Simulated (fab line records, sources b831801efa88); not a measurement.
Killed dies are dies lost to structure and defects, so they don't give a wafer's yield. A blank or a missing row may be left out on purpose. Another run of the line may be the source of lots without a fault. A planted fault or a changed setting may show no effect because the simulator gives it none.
Split-lot study    flow sfq line    23 wafers read across 5 lots, on a route 325 steps long

## THE SPLIT
At SFQ_TRILAYER_I6_VIA_BARC_OPEN_VIA_ETCH_235 (etches BARC in O2, target depth 125 nm, time 41.7 s), the setting time s was moved away from the recipe's 41.7 s on 12 of the 23 wafers read, by -13.7% to +10.6%. The other wafers ran this setting at the recipe's value.

The reading comes from the split's own step.

## THE READING
KrF_of_TRILAYER_I6_VIA_LITHO_COAT_169.thk nm (the simulator's own value, which no gauge read), in nm, at SFQ_TRILAYER_I6_VIA_BARC_OPEN_VIA_ETCH_235 (etches BARC in O2, target depth 125 nm, time 41.7 s). No usual value for it is given in the file. Average 573.5 nm, standard deviation 2.2 nm, over the 11 wafers here run with the recipe.

wafer   tool, chamber at the split  time s as run, s  against the recipe  KrF_of_TRILAYER_I6_VIA_LITHO_COAT_169.thk nm, nm  against lot-mates on the recipe
L074.1  rie diel-04, 0              44.41             +6.5%               574.1                                             -2.2
L074.2  rie diel-04, 3              44.41             +6.5%               573.1                                             -3.2
L074.4  rie diel-04, 2              41.7              recipe              573.8                                             -
L074.5  rie diel-04, 1              44.41             +6.5%               573.9                                             -2.4
L074.6  rie diel-04, 0              41.7              recipe              578.9                                             -
L075.1  rie diel-04, 2              41.7              recipe              571.1                                             -
L075.3  rie diel-04, 3              41.7              recipe              572.7                                             -
L075.5  rie diel-04, 0              41.7              recipe              572.6                                             -
L077.2  rie diel-01, 3              41.7              recipe              571.2                                             -
L077.3  rie diel-01, 1              35.98             -13.7%              579.8                                             +6.1
L077.4  rie diel-01, 3              35.98             -13.7%              579.9                                             +6.2
L077.5  rie diel-01, 1              35.98             -13.7%              582.2                                             +8.5
L077.6  rie diel-01, 2              41.7              recipe              576.2                                             -
L078.2  rie diel-04, 1              45.15             +8.3%               570.3                                             -2.7
L078.3  rie diel-04, 2              45.15             +8.3%               568                                               -5.0
L078.4  rie diel-04, 0              45.15             +8.3%               569.3                                             -3.7
L078.5  rie diel-04, 3              41.7              recipe              574.1                                             -
L078.6  rie diel-04, 2              41.7              recipe              571.8                                             -
L082.1  rie diel-02, 0              46.12             +10.6%              569.3                                             -3.6
L082.2  rie diel-02, 1,2            41.7              recipe              572.9                                             -
L082.3  rie diel-02, 1,2            41.7              recipe              572.9                                             -
L082.4  rie diel-02, 3              46.12             +10.6%              568.4                                             -4.5
L082.6  rie diel-02, 0              46.12             +10.6%              567.6                                             -5.3
Where a row lists several chambers, the file gives one row for several wafers and doesn't say which wafer went through which chamber.

THE FIT
A straight line over all 23 wafers: KrF_of_TRILAYER_I6_VIA_LITHO_COAT_169.thk nm changes by -0.464 nm for each +1% of time s; r = -0.86; the points scatter about the line by 2.1 nm.
The same after taking each lot's own level away (the mean of its wafers on the recipe; 23 wafers): -0.469 nm for each +1%; r = -0.93; scatter 1.4 nm.
According to that fit, moving time s by its largest amount changes the reading by 6.4 nm.
The lots' own levels span 572.13 to 576.35 nm, that is 1.9 times the standard deviation above.
So the lot-to-lot level changes the slope little: the two slopes agree.
Check: with one of the wafers moved furthest among these (-13.7%) left out of the fit, the line predicts +6.81 nm for it against its lot-mates. Against them it came out at +6.1 nm.

## FILE'S OWN FIT
KrF_of_TRILAYER_I6_VIA_LITHO_COAT_169.thk nm changes by -0.463 nm for each +1% of time s, r = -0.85.
